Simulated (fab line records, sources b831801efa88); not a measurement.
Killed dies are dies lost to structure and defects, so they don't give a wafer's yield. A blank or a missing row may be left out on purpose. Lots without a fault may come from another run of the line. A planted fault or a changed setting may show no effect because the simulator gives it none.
Which tool did it? | flow sky130 | 13 lots, 39 wafers sampled, at 4 steps of a route of 708

WHAT THE GAUGES READ, wafer by wafer
SKY_CONTACT_RS_MEAS_25: measures by four-point-probe.
lot  | measured     | on            | CONTACT_W_RS (ohm/sq)
L373 | day 31 14:05 | film_metro-02 | 0.342 0.345 0.343
L374 | day 32 05:01 | film_metro-02 | 0.338 0.338 0.339
L375 | day 32 08:37 | film_metro-02 | 0.337 0.336 0.336
L376 | day 32 16:28 | film_metro-02 | 0.340 0.338 0.338
L377 | day 32 19:47 | film_metro-02 | 0.340 0.341 0.345
L379 | day 33 19:50 | film_metro-01 | 0.344 0.345 0.346
L381 | day 34 16:24 | film_metro-04 | 0.336 0.337 0.337
L386 | day 36 03:25 | film_metro-04 | 0.339 0.339 0.341
L388 | day 37 04:39 | film_metro-04 | 0.338 0.343 0.340
L391 | day 38 10:23 | film_metro-04 | 0.336 0.339 0.336
L392 | day 38 10:34 | film_metro-02 | 0.332 0.341 0.334
L394 | day 38 11:46 | film_metro-02 | 0.340 0.337 0.338
L393 | day 38 14:07 | film_metro-01 | 0.341 0.346 0.340

SKY_VIA1_THK_MEAS_01.
lot  | measured     | on            | VIA1_HDPCVD_THK (nm)
L373 | day 32 19:17 | film_metro-02 | 1036 1029 1019
L374 | day 33 09:55 | film_metro-01 | 1027 1041 1055
L375 | day 33 13:23 | film_metro-02 | 1038 1033 1035
L376 | day 33 21:11 | film_metro-03 | 1029 1018 1041
L377 | day 34 00:14 | film_metro-02 | 1052 1042 1039
L379 | day 35 00:25 | film_metro-03 | 1035 1033 1037
L381 | day 35 20:03 | film_metro-02 | 1027 1041 1026
L386 | day 37 07:08 | film_metro-01 | 1038 1033 1037
L388 | day 38 08:11 | film_metro-03 | 1033 524 1036
L391 | day 39 13:22 | film_metro-03 | 1037 511 1021
L392 | day 39 13:59 | film_metro-02 | 1030 1027 1033
L394 | day 39 14:45 | film_metro-03 | 1027 1028 1033
L393 | day 39 16:38 | film_metro-02 | 1016 1025 1005

WHICH TOOL RAN EACH LOT (tool, then ch and the chambers of the sampled wafers, then the start)
lot  | SKY_METAL1_SPUTTER_04        | SKY_VIA1_HDPCVD_00
L373 | pvd_sputter-03, day 31 14:40 | hdpcvd-01 ch 0,1,2, day 32 19:10
L374 | pvd_sputter-03, day 32 05:35 | hdpcvd-02 ch 0,2, day 33 09:49
L375 | pvd_sputter-03, day 32 09:10 | hdpcvd-01 ch 0,1,2, day 33 13:15
L376 | pvd_sputter-02, day 32 17:01 | hdpcvd-02 ch 0,1,2, day 33 21:04
L377 | pvd_sputter-02, day 32 20:22 | hdpcvd-02 ch 0,1, day 34 00:07
L379 | pvd_sputter-02, day 33 20:22 | hdpcvd-02 ch 1,2, day 35 00:17
L381 | pvd_sputter-02, day 34 16:56 | hdpcvd-01 ch 0,1,2, day 35 19:55
L386 | pvd_sputter-02, day 36 04:01 | hdpcvd-02 ch 0,1,2, day 37 07:01
L388 | pvd_sputter-02, day 37 05:13 | hdpcvd-02 ch 0,1,2, day 38 08:04
L391 | pvd_sputter-03, day 38 10:56 | hdpcvd-02 ch 0,2, day 39 13:08
L392 | pvd_sputter-04, day 38 11:32 | hdpcvd-01 ch 0,1, day 39 13:52
L394 | pvd_sputter-02, day 38 12:26 | hdpcvd-01 ch 0,1, day 39 14:37
L393 | pvd_sputter-02, day 38 14:41 | hdpcvd-01 ch 0,2, day 39 16:31
- SKY_METAL1_SPUTTER_04: material TiN, target thk 70 nm, time 58.3 s.
- SKY_VIA1_HDPCVD_00: deposits SiO2, target thk 1030 nm, time 171.7 s.

WHAT THE TOOLS THEMSELVES READ (means of the sampled wafers that have a number; where no wafer has one, the mark that the record gives instead)
SKY_METAL1_SPUTTER_04.
lot  | tool           | throttle_valve_pct (%)
L373 | pvd_sputter-03 | 30.0
L374 | pvd_sputter-03 | 30.1
L375 | pvd_sputter-03 | 30.3
L376 | pvd_sputter-02 | 29.0
L377 | pvd_sputter-02 | 29.5
L379 | pvd_sputter-02 | 30.6
L381 | pvd_sputter-02 | 28.9
L386 | pvd_sputter-02 | 28.9
L388 | pvd_sputter-02 | 29.6
L391 | pvd_sputter-03 | 30.7
L392 | pvd_sputter-04 | 31.0
L394 | pvd_sputter-02 | 29.6
L393 | pvd_sputter-02 | 29.8

SKY_VIA1_HDPCVD_00.
lot  | tool      | sih4_flow_sccm (sccm)
L373 | hdpcvd-01 | 59.89
L374 | hdpcvd-02 | 59.95
L375 | hdpcvd-01 | 59.94
L376 | hdpcvd-02 | 59.99
L377 | hdpcvd-02 | 60.03
L379 | hdpcvd-02 | 59.94
L381 | hdpcvd-01 | 60.03
L386 | hdpcvd-02 | 60.12
L388 | hdpcvd-02 | 49.99
L391 | hdpcvd-02 | 49.98
L392 | hdpcvd-01 | 60.20
L394 | hdpcvd-01 | 59.86
L393 | hdpcvd-01 | 60.05

THE ANSWER, worked out from the rows above alone
Rule: what is usual is taken from the lots themselves. Put in order of their means at a reading, lots are off if they are a third of the lots or fewer, leave a main group of 4 or more, and stand apart from it by a gap of 3 or more times the standard deviation of the main group's means; of several such gaps the widest counts. A main group whose means are all the same, to the digits that the tables above print for the reading, isn't used. A lot without any number at a reading at which 4 lots or more have one is off too. The other lots that the step has rows for count as sound. The gauges are gone through in route order, then the tools' own readings, and for those a lot's mean is taken as printed above. The first step at which some lot is off is used, and at that step the reading that is off furthest; a lot without a number counts as furthest.
Off: L388, L391, at SKY_VIA1_THK_MEAS_01 (VIA1_HDPCVD_THK). The main group: mean 1032 nm, standard deviation 7.3.
A tool fits if, at a process step before that reading, it ran every lot that is off, and no sound lot after the first of them. The gauges at SKY_VIA1_THK_MEAS_01 aren't tried: what is off there is off at SKY_VIA1_HDPCVD_00 too, on other tools, and a gauge's error can't cause that. One fits: hdpcvd-02 at SKY_VIA1_HDPCVD_00. Its last sound lot is L386 (day 37 07:01), its first lot that is off L388 (day 38 08:04): a fault that began between those two fits.
The tool's own readings at SKY_VIA1_HDPCVD_00 bear it out: on the lots that are off they differ by more than 5 times the standard deviation of the sound lots' means. sih4_flow_sccm reads 49.98 sccm there against 60.00 sccm on the sound lots.

WHAT THE SIMULATOR HAD PUT IN
Process parameter drift: hdpcvd-02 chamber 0, from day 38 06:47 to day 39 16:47, at SKY_VIA1_HDPCVD_00. Setting sih4_flow_sccm, moved by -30, from 60. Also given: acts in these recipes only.
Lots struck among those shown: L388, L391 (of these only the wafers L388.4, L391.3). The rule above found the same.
